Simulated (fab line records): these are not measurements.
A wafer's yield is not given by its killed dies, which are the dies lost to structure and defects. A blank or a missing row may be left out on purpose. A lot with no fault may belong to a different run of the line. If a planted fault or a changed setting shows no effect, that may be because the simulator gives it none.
fab line records    flow sky130
[record] lots = 6  wafers = 18  last-day = 50
route steps=708 shown VT_ADJUST_HVTP@93 VT_ADJUST_LVTN@97 PAD_OPEN@708
lots untouched by any fault: they come from a run of this same line in which no faults occurred
start-h: hours from the record's opening day to when the first of the lot's shown wafers began    wait-h: hours since the lot's step before    " repeats the value in the row above    L1.1+2: a row that stands for several wafers    - no value present, or no start provided    * or withheld: withheld    < > ~ a bound
route shown NAME@n: names a module that has steps shown in the file, with the first one's number in the route    usual: the fault-free wafers' mean and standard deviation    same: alike in all rows    chamber/n: place in a boat    sites: per-site readings    _std_site: how widely they spread, as a standard deviation    _edge_site: outer sites' mean less inner sites'    radius-mm: for every site, how far away it sits from the centre of the wafer    mask NAME#n: copy n    behind: the most recent tool/chamber to have shaped the wafer    hold: the reason the lot was held/the length of the hold in hours/how it ended    device: which transistor (n, p or np) failed to switch    end of line: at the end of the route, the tests of the same wafers    a step without rows: its recipe alone    killed: not the wafer's yield, but the dies lost to structure and defects at the first sort    map: the dies of a wafer, with x for killed, . for not killed, _ for no die there
set.NAME: the setting the step ran with; set.NAME@STEP: the setting that earlier step ran with    model.NAME: the simulator's own value behind a step, which no gauge read
lots at some steps of the route; a table a step, a row a wafer
services: a tool's chamber out of use, with start hour (start-h, from the record's first day; less than 0 if before it), hours out, and reason
[[steps]]
[step SKY_VT_ADJUST_HVTP_OVL_MEAS_08]
[usual] VT_ADJUST_HVTP_OVL = 0.6/1.3
lot.wafer  tool        chamber  start-h  wait-h  VT_ADJUST_HVTP_OVL[nm]
L720.2     overlay-01  -        134.51   0.1     2.4
L720.3     "           -        "        "       0.5
L720.6     "           -        "        "       0.7
L723.3     overlay-02  -        156.75   0.1     1.1
L723.4     "           -        "        "       -1.0
L723.5     "           -        "        "       -1.3
L732.2     overlay-01  -        210.99   0.1     1.0
L732.4     "           -        "        "       1.7
L732.5     "           -        "        "       2.2
L735.1     overlay-02  -        233.34   0.1     -2.0
L735.2     "           -        "        "       -1.3
L735.6     "           -        "        "       -1.9
L736.2     overlay-02  -        234.46   0.1     0.2
L736.3     "           -        "        "       1.3
L736.6     "           -        "        "       -1.4
L738.1     overlay-01  -        250.94   0.1     1.0
L738.2     "           -        "        "       0.4
L738.5     "           -        "        "       -1.4
[step SKY_VT_ADJUST_HVTP_IMPLANT_09]
[recipe] species = As  energy-kev = 150  dose-cm2 = 4.3e+12  tilt-deg = withheld
[step SKY_VT_ADJUST_HVTP_STRIP_10]
[recipe] chemistry = O2/N2  power-w = 1400  pressure-mtorr = 1500  platen-temp-c = withheld  o2-flow-sccm = 3000  n2-flow-sccm = 300  overash-fraction = 0.5
[usual] drypump-motor-current-A = 5.6/0.38  n2-flow-sccm = 300.0/0.96  oes-product-au = 0.715/0.0048  strip-time-to-endpoint-s = 14.19/0.031
lot.wafer  tool             chamber  start-h  wait-h  drypump-motor-current-A  n2-flow-sccm  oes-product-au  rf-hours-counter-h  strip-time-to-endpoint-s
L720.2     plasma-asher-01  0        134.69   0.1     5.1                      300.6         0.710           2                   14.23
L720.3     "                0        "        "       5.1                      298.7         0.708           -                   14.19
L720.6     "                0        "        "       5.0                      301.4         0.712           -                   14.18
L723.3     plasma-asher-01  1        156.96   0.1     5.9                      300.4         0.714           -                   14.22
L723.4     "                0        "        "       5.0                      301.5         0.709           -                   14.21
L723.5     "                0        "        "       5.1                      300.3         0.718           -                   14.19
L732.2     plasma-asher-03  1        211.17   0.1     5.5                      298.3         0.713           50                  14.25
L732.4     "                0        "        "       5.4                      300.9         0.719           -                   14.23
L732.5     "                1        "        "       5.4                      300.7         0.715           -                   14.22
L735.1     plasma-asher-01  0        233.52   0.1     5.1                      299.5         0.717           10                  14.21
L735.2     "                1        "        "       5.9                      299.8         0.714           10                  14.19
L735.6     "                1        "        "       5.9                      299.9         0.715           -                   14.22
L736.2     plasma-asher-03  0        234.64   0.1     5.4                      299.0         0.715           53                  14.22
L736.3     "                0        "        "       5.4                      298.9         0.715           -                   14.24
L736.6     "                1        "        "       5.4                      300.6         0.720           -                   14.20
L738.1     plasma-asher-03  0        251.12   0.1     5.4                      300.6         0.712           54                  14.25
L738.2     "                1        "        "       5.4                      300.2         0.719           54                  14.19
L738.5     "                0        "        "       5.3                      302.0         0.713           -                   14.23
[step SKY_VT_ADJUST_HVTP_TW_MEAS_11]
[usual] VT_ADJUST_HVTP_TW = 1350/12
lot.wafer  tool           chamber  start-h  wait-h  VT_ADJUST_HVTP_TW
L720.2     film-metro-02  -        134.80   0.1     1331
L720.3     "              -        "        "       1330
L720.6     "              -        "        "       1330
L723.3     film-metro-04  -        157.04   0.1     1364
L723.4     "              -        "        "       1368
L723.5     "              -        "        "       1360
L732.2     film-metro-02  -        211.28   0.1     1342
L732.4     "              -        "        "       1324
L732.5     "              -        "        "       1325
L735.1     film-metro-04  -        233.62   0.1     1348
L735.2     "              -        "        "       1354
L735.6     "              -        "        "       1356
L736.2     film-metro-03  -        234.75   0.1     1348
L736.3     "              -        "        "       1356
L736.6     "              -        "        "       1347
L738.1     film-metro-04  -        251.22   0.1     1353
L738.2     "              -        "        "       1357
L738.5     "              -        "        "       1348
[step SKY_VT_ADJUST_LVTN_DEHYDRATE_00]
[recipe] temp-c = 200  time-s = 60
[step SKY_VT_ADJUST_LVTN_HMDS_01]
[recipe] prime-time-s = 60  prime-temp-c = 120
[step SKY_VT_ADJUST_LVTN_COAT_02]
[recipe] spin-rpm = 2000  resist-thk-nm = 3000
[step SKY_VT_ADJUST_LVTN_SOFTBAKE_03]
[recipe] temp-c = 110  time-s = withheld
[step SKY_VT_ADJUST_LVTN_EXPOSE_04]
[recipe] mask-id = NWM_COMPLEMENT_LESS_NATIVE  na = 0.6  source-shape = conventional  sigma-outer = 0.6  polarization = unpolarized  target-cd-nm = 840  dose-mj = 194
[step SKY_VT_ADJUST_LVTN_PEB_05]
[recipe] temp-c = 115  time-s = withheld
[step SKY_VT_ADJUST_LVTN_DEVELOP_06]
[recipe] wall-angle-deg = 90  developer = TMAH  develop-time-s = 60  dev-temp-c = 23
[step SKY_VT_ADJUST_LVTN_OVL_MEAS_07]
[usual] VT_ADJUST_LVTN_OVL = -1.5/1.6
lot.wafer  tool        chamber  start-h  wait-h  VT_ADJUST_LVTN_OVL[nm]
L720.2     overlay-02  -        153.47   -       -1.6
L720.3     "           -        "        "       -0.9
L720.6     "           -        "        "       -2.8
L723.3     overlay-02  -        176.80   -       0.0
L723.4     "           -        "        "       -1.3
L723.5     "           -        "        "       -1.7
L732.2     overlay-01  -        233.90   -       1.0
L732.4     "           -        "        "       -1.3
L732.5     "           -        "        "       -0.9
L735.1     overlay-01  -        257.49   -       -2.3
L735.2     "           -        "        "       -1.0
L735.6     "           -        "        "       -2.1
L736.2     overlay-01  -        258.82   -       0.4
L736.3     "           -        "        "       2.4
L736.6     "           -        "        "       0.2
L738.1     overlay-02  -        274.82   -       -4.1
L738.2     "           -        "        "       -4.7
L738.5     "           -        "        "       -2.1
[step SKY_VT_ADJUST_LVTN_IMPLANT_08]
[recipe] species = B  energy-kev = 30  dose-cm2 = 1.57e+12  tilt-deg = withheld
[usual] beam-energy-keV = 29.997/0.01  beam-on-s = 9.99/0.19  end-station-pressure-torr = 5.01e-06/2.9e-07
lot.wafer  tool          chamber  start-h  wait-h  beam-energy-keV  beam-on-s  end-station-pressure-torr
L720.2     implanter-04  0        153.53   0.0     30.004           10.11      5.07e-06
L720.3     "             0        "        "       30.008           9.87       5.38e-06
L720.6     "             0        "        "       30.008           9.87       4.67e-06
L723.3     implanter-04  0        176.88   0.1     29.997           10.37      4.79e-06
L723.4     "             0        "        "       30.003           9.85       5.5e-06
L723.5     "             0        "        "       29.981           9.90       4.85e-06
L732.2     implanter-04  0        233.95   0.0     29.990           9.94       5.24e-06
L732.4     "             0        "        "       29.995           9.48       4.98e-06
L732.5     "             0        "        "       29.981           9.94       5.3e-06
L735.1     implanter-04  0        257.53   0.0     30.004           9.66       4.92e-06
L735.2     "             0        "        "       30.002           9.93       5.21e-06
L735.6     "             0        "        "       30.014           10.16      4.82e-06
L736.2     implanter-01  0        258.88   0.0     29.997           9.68       5.1e-06
L736.3     "             0        "        "       29.987           9.92       4.7e-06
L736.6     "             0        "        "       30.000           9.97       5.26e-06
L738.1     implanter-02  0        274.85   0.0     29.989           10.00      5.02e-06
L738.2     "             0        "        "       30.007           10.29      4.82e-06
L738.5     "             0        "        "       30.005           9.86       5.24e-06
[step SKY_VT_ADJUST_LVTN_STRIP_09]
[recipe] chemistry = O2/N2  power-w = 1400  pressure-mtorr = 1500  platen-temp-c = withheld  o2-flow-sccm = 3000  n2-flow-sccm = 300  overash-fraction = 0.5
[usual] drypump-motor-current-A = 5.52/0.24  n2-flow-sccm = 299.8/0.9  oes-product-au = 0.723/0.0042  strip-time-to-endpoint-s = 36.91/0.1
lot.wafer  tool             chamber  start-h  wait-h  drypump-motor-current-A  n2-flow-sccm  oes-product-au  rf-hours-counter-h  strip-time-to-endpoint-s
L720.2     plasma-asher-04  1        153.65   0.1     5.71                     300.2         0.710           48                  37.07
L720.3     "                0        "        "       5.55                     299.6         0.726           -                   36.85
L720.6     "                0        "        "       5.54                     299.3         0.716           -                   37.03
L723.3     plasma-asher-01  0        177.01   0.1     5.05                     299.7         0.727           -                   36.93
L723.4     "                1        "        "       5.92                     300.3         0.719           -                   36.90
L723.5     "                1        "        "       5.92                     299.6         0.732           -                   37.00
L732.2     plasma-asher-04  1        234.08   0.1     5.70                     299.9         0.725           58                  36.91
L732.4     "                0        "        "       5.55                     300.0         0.718           -                   37.05
L732.5     "                0        "        "       5.56                     300.1         0.718           -                   37.03
L735.1     plasma-asher-03  1        257.68   0.1     5.43                     300.4         0.723           55                  36.85
L735.2     "                0        "        "       5.36                     300.4         0.718           55                  36.76
L735.6     "                1        "        "       5.44                     301.2         0.715           -                   36.63
L736.2     plasma-asher-03  1        259.00   0.1     5.43                     301.1         0.730           55                  36.81
L736.3     "                1        "        "       5.42                     301.7         0.723           -                   36.84
L736.6     "                0        "        "       5.37                     299.4         0.716           -                   36.93
L738.1     plasma-asher-01  0        275.00   0.1     5.05                     300.9         0.718           14                  37.09
L738.2     "                1        "        "       5.92                     299.2         0.719           14                  37.03
L738.5     "                1        "        "       5.91                     297.9         0.724           -                   36.98
[step SKY_VT_ADJUST_LVTN_TW_MEAS_10]
[usual] VT_ADJUST_LVTN_TW = 239.8/2.1
lot.wafer  tool           chamber  start-h  wait-h  VT_ADJUST_LVTN_TW
L720.2     film-metro-02  -        153.76   0.1     237.6
L720.3     "              -        "        "       237.0
L720.6     "              -        "        "       236.4
L723.3     film-metro-03  -        177.10   0.1     242.2
L723.4     "              -        "        "       242.2
L723.5     "              -        "        "       241.4
L732.2     film-metro-01  -        234.19   0.1     227.2
L732.4     "              -        "        "       227.4
L732.5     "              -        "        "       226.3
L735.1     film-metro-02  -        257.78   0.1     223.5
L735.2     "              -        "        "       223.9
L735.6     "              -        "        "       224.1
L736.2     film-metro-03  -        259.11   0.1     241.3
L736.3     "              -        "        "       242.3
L736.6     "              -        "        "       240.6
L738.1     film-metro-03  -        275.10   0.1     241.5
L738.2     "              -        "        "       242.9
L738.5     "              -        "        "       243.2
[step SKY_VT_ADJUST_LVTN_DEHYDRATE_11]
[recipe] temp-c = 200  time-s = 60
[step SKY_PAD_OPEN_PROBE_99]
[usual] killed_at_M0_to_M3 = 44/8.6  killed_at_M4_up = 3.4/1.9  killed-at-contacts = 23/5.7  killed-at-front-end = 15/4.5  killed-at-other = 0.4/0.62  killed-dies = 86/11  killed-open = 46/7.6  killed-short = 39/6.3
[same] gross-dies = 492  killed-at-back-side = 0
lot.wafer  tool       chamber  start-h  wait-h  killed_at_M0_to_M3  killed_at_M4_up  killed-at-contacts  killed-at-front-end  killed-at-other  killed-dies  killed-open  killed-short  model.etest.nfet_01v8.drive-ua-um-range  model.etest.nfet_01v8_lvt.vt-sat-v  model.etest.nfet_01v8_lvt.vt-long-v  model.etest.nfet_01v8_lvt.body-rise-v
L720.2     prober-02  -        1095.41  0.1     60                  7                18                  21                   0                106          51           55            11.71                                    0.5407                              0.4403                               0.1469
L720.3     prober-02  -        1095.46  0.2     51                  4                17                  13                   3                88           43           42            8.534                                    0.5393                              0.4387                               0.144
L720.6     prober-02  -        1095.61  0.2     54                  5                17                  15                   0                91           51           39            6.939                                    0.5357                              0.4392                               0.1454
L723.3     prober-02  -        1116.09  0.2     40                  2                25                  14                   1                82           41           41            5.677                                    0.5223                              0.4313                               0.1434
L723.4     prober-02  -        1116.14  0.2     58                  3                16                  11                   0                88           45           43            10.39                                    0.5237                              0.4341                               0.1418
L723.5     prober-02  -        1116.19  0.2     42                  5                27                  11                   2                87           36           51            5.802                                    0.5295                              0.4315                               0.1425
L732.2     prober-01  -        1173.36  0.1     49                  5                21                  8                    0                83           52           31            11.92                                    0.5104                              0.427                                0.1372
L732.4     prober-01  -        1173.46  0.2     50                  5                16                  15                   1                87           45           41            12.7                                     0.5005                              0.4226                               0.1364
L732.5     prober-01  -        1173.51  0.2     42                  4                18                  19                   0                83           43           40            13.19                                    0.5092                              0.424                                0.1349
L735.1     prober-01  -        1180.14  0.1     61                  2                24                  13                   0                100          49           51            12.59                                    0.5138                              0.4318                               0.1398
L735.2     prober-01  -        1180.19  0.1     61                  3                28                  20                   0                112          66           46            17.66                                    0.5037                              0.4311                               0.1388
L735.6     prober-01  -        1180.39  0.2     30                  7                19                  20                   1                77           44           33            8.955                                    0.4933                              0.4242                               0.1366
L736.2     prober-02  -        1185.10  0.1     40                  2                37                  17                   0                96           48           48            6.574                                    0.5337                              0.4373                               0.1414
L736.3     prober-02  -        1185.15  0.2     39                  3                22                  22                   2                88           49           39            4.928                                    0.535                               0.4357                               0.1455
L736.6     prober-02  -        1185.30  0.2     34                  4                19                  16                   0                73           37           36            8.768                                    0.5409                              0.4423                               0.1452
L738.1     prober-02  -        1190.71  0.1     49                  5                25                  18                   0                97           50           45            10.44                                    0.5457                              0.4384                               0.1455
L738.2     prober-02  -        1190.76  0.1     32                  1                31                  14                   0                78           41           36            7.769                                    0.5385                              0.4338                               0.1457
L738.5     prober-02  -        1190.91  0.2     31                  3                25                  18                   0                77           40           36            13.42                                    0.5328                              0.4335                               0.1451
// killed by level:class
L720.2 VIA2:geometric-particle:open=15 VIA1:geometric-particle:open=12 POLY_GATE:geometric-particle:short=7 METAL1:geometric-particle:short=7 CONTACT:geometric-particle:open=6 VIA3:geometric-particle:short=6 VIA1:geometric-particle:short=6 METAL2:geometric-particle:short=6
L720.3 VIA2:geometric-particle:open=10 VIA1:geometric-particle:open=8 METAL2:geometric-particle:short=7 VIA3:geometric-particle:open=7 POLY_GATE:geometric-particle:short=5 METAL1:geometric-particle:short=5 FIELD_ISO:geometric-particle:open=4 LOCAL_INTERCONNECT:geometric-particle:short=4
L720.6 VIA1:geometric-particle:open=19 METAL2:geometric-particle:short=9 LI_CONTACT:geometric-particle:open=7 VIA1:geometric-particle:short=6 CONTACT:geometric-particle:open=6 VIA2:geometric-particle:open=6 FIELD_ISO:geometric-particle:short=4 METAL1:geometric-particle:short=4
L723.3 VIA1:geometric-particle:open=9 METAL2:geometric-particle:short=8 LI_CONTACT:geometric-particle:open=7 VIA2:geometric-particle:open=6 LOCAL_INTERCONNECT:geometric-particle:short=6 CONTACT:geometric-particle:short=6 CONTACT:geometric-particle:open=5 SPACER:geometric-particle:open=4
L723.4 VIA1:geometric-particle:open=9 VIA3:geometric-particle:open=9 VIA2:geometric-particle:open=7 VIA1:geometric-particle:short=7 METAL2:geometric-particle:short=6 METAL3:geometric-particle:short=6 LI_CONTACT:geometric-particle:open=5 CONTACT:geometric-particle:short=5
L723.5 CONTACT:geometric-particle:open=10 VIA1:geometric-particle:open=9 LOCAL_INTERCONNECT:geometric-particle:short=9 METAL2:geometric-particle:short=7 VIA2:geometric-particle:open=6 VIA1:geometric-particle:short=5 POLY_GATE:geometric-particle:short=4 LI_CONTACT:geometric-particle:short=4
L732.2 CONTACT:geometric-particle:open=11 VIA2:geometric-particle:open=10 VIA3:geometric-particle:open=9 VIA1:geometric-particle:open=9 METAL1:geometric-particle:short=6 VIA1:geometric-particle:short=6 LI_CONTACT:geometric-particle:open=5 METAL4:geometric-particle:short=4
L732.4 VIA1:geometric-particle:open=14 CONTACT:geometric-particle:short=7 VIA1:geometric-particle:short=6 VIA2:geometric-particle:open=6 FIELD_ISO:geometric-particle:open=5 VIA2:geometric-particle:short=5 METAL4:geometric-particle:short=5 METAL2:geometric-particle:short=4
L732.5 FIELD_ISO:geometric-particle:open=9 VIA2:geometric-particle:open=8 METAL3:geometric-particle:short=8 VIA1:geometric-particle:open=7 FIELD_ISO:geometric-particle:short=6 CONTACT:geometric-particle:open=6 VIA1:geometric-particle:short=6 CONTACT:geometric-particle:short=5
L735.1 VIA3:geometric-particle:open=12 METAL1:geometric-particle:short=8 VIA1:geometric-particle:open=8 LI_CONTACT:geometric-particle:open=7 METAL2:geometric-particle:short=6 VIA1:geometric-particle:short=6 CONTACT:geometric-particle:open=5 METAL3:geometric-particle:short=5
L735.2 VIA1:geometric-particle:open=20 CONTACT:geometric-particle:open=15 VIA2:geometric-particle:open=9 VIA3:geometric-particle:open=8 VIA2:geometric-particle:short=6 FIELD_ISO:geometric-particle:open=5 POLY_GATE:geometric-particle:open=5 LI_CONTACT:geometric-particle:short=5
L735.6 VIA2:geometric-particle:open=11 CONTACT:geometric-particle:open=9 CONTACT:geometric-particle:short=7 POLY_GATE:geometric-particle:open=5 METAL2:geometric-particle:short=5 FIELD_ISO:geometric-particle:open=4 FIELD_ISO:geometric-particle:short=4 METAL4:geometric-particle:short=4
L736.2 CONTACT:geometric-particle:open=14 LI_CONTACT:geometric-particle:open=12 FIELD_ISO:geometric-particle:short=8 VIA1:geometric-particle:open=8 CONTACT:geometric-particle:short=6 METAL1:geometric-particle:short=6 VIA1:geometric-particle:short=5 VIA2:geometric-particle:open=5
L736.3 VIA1:geometric-particle:open=12 CONTACT:geometric-particle:open=7 FIELD_ISO:geometric-particle:open=6 FIELD_ISO:geometric-particle:short=6 LI_CONTACT:geometric-particle:open=6 VIA1:geometric-particle:short=5 VIA2:geometric-particle:open=5 POLY_GATE:geometric-particle:short=4
L736.6 LI_CONTACT:geometric-particle:open=8 VIA3:geometric-particle:short=6 VIA3:geometric-particle:open=6 VIA1:geometric-particle:open=5 VIA2:geometric-particle:open=5 CONTACT:geometric-particle:short=4 CONTACT:geometric-particle:open=4 VIA1:geometric-particle:short=4
L738.1 VIA2:geometric-particle:open=9 METAL1:geometric-particle:short=9 LI_CONTACT:geometric-particle:open=8 CONTACT:geometric-particle:open=7 VIA1:geometric-particle:open=6 POLY_GATE:geometric-particle:short=5 VIA1:geometric-particle:short=5 VIA3:geometric-particle:open=5
L738.2 CONTACT:geometric-particle:open=11 VIA1:geometric-particle:open=10 METAL1:geometric-particle:short=9 LI_CONTACT:geometric-particle:open=8 CONTACT:geometric-particle:short=7 FIELD_ISO:geometric-particle:open=4 POLY_GATE:geometric-particle:short=4 LI_CONTACT:geometric-particle:short=3
L738.5 POLY_GATE:geometric-particle:short=7 LI_CONTACT:geometric-particle:open=7 CONTACT:geometric-particle:open=7 VIA2:geometric-particle:open=7 VIA1:geometric-particle:open=7 CONTACT:geometric-particle:short=5 METAL1:geometric-particle:short=5 FIELD_ISO:geometric-particle:short=4
[[services]]
tool             chamber  start-h  hours  kind
plasma-asher-01  -        111.09   9.0    pm
plasma-asher-01  0        111.09   9.0    vent-cycle
plasma-asher-01  1        111.09   9.0    vent-cycle
plasma-asher-01  0        120.09   -      clean
plasma-asher-01  1        120.09   -      clean
implanter-02     -        120.73   3.4    repair
implanter-04     -        124.91   3.0    repair
implanter-02     -        137.23   3.2    repair
implanter-04     -        139.68   1.7    repair
implanter-02     -        156.56   1.9    repair
implanter-01     -        159.29   1.2    repair
plasma-asher-04  -        187.11   1.5    repair
plasma-asher-01  -        195.03   28.6   pm
plasma-asher-03  -        208.25   1.2    repair
implanter-01     -        209.83   3.8    pm
plasma-asher-03  -        236.83   0.5    repair
plasma-asher-03  -        274.50   0.9    repair
[[key]]
[first-sign] step = SKY_VT_ADJUST_LVTN_TW_MEAS_10  reading = VT_ADJUST_LVTN_TW  direction = down  sigmas = 6.8  usual = 239.8  struck = 225.4
effect none on later readings
[model-effect] step = SKY_PAD_OPEN_PROBE_99  value = etest.nfet_01v8.drive-ua-um-range  without = 7.729  struck = 12.84
met-at SKY_VT_ADJUST_LVTN_IMPLANT_08
struck-wafers L732.2,L732.4,L732.5,L735.1,L735.2,L735.6
tester-left-out L732,L735
onset-between 176.88 233.95
[fault] kind = process-parameter-drift  tool = implanter-04  chamber = -  onset-h = 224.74  steps = SKY_VT_ADJUST_LVTN_IMPLANT_08  channel = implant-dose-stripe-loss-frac  offset = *  shape = step  end-h = 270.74
// tester-left-out: of these lots the tester's yield and bins aren't shown, on N5 and GAA mostly nor the transistor test; their killed dies are dies lost to structure and defects alone, not to doping, threshold or leakage, so they don't give the yield
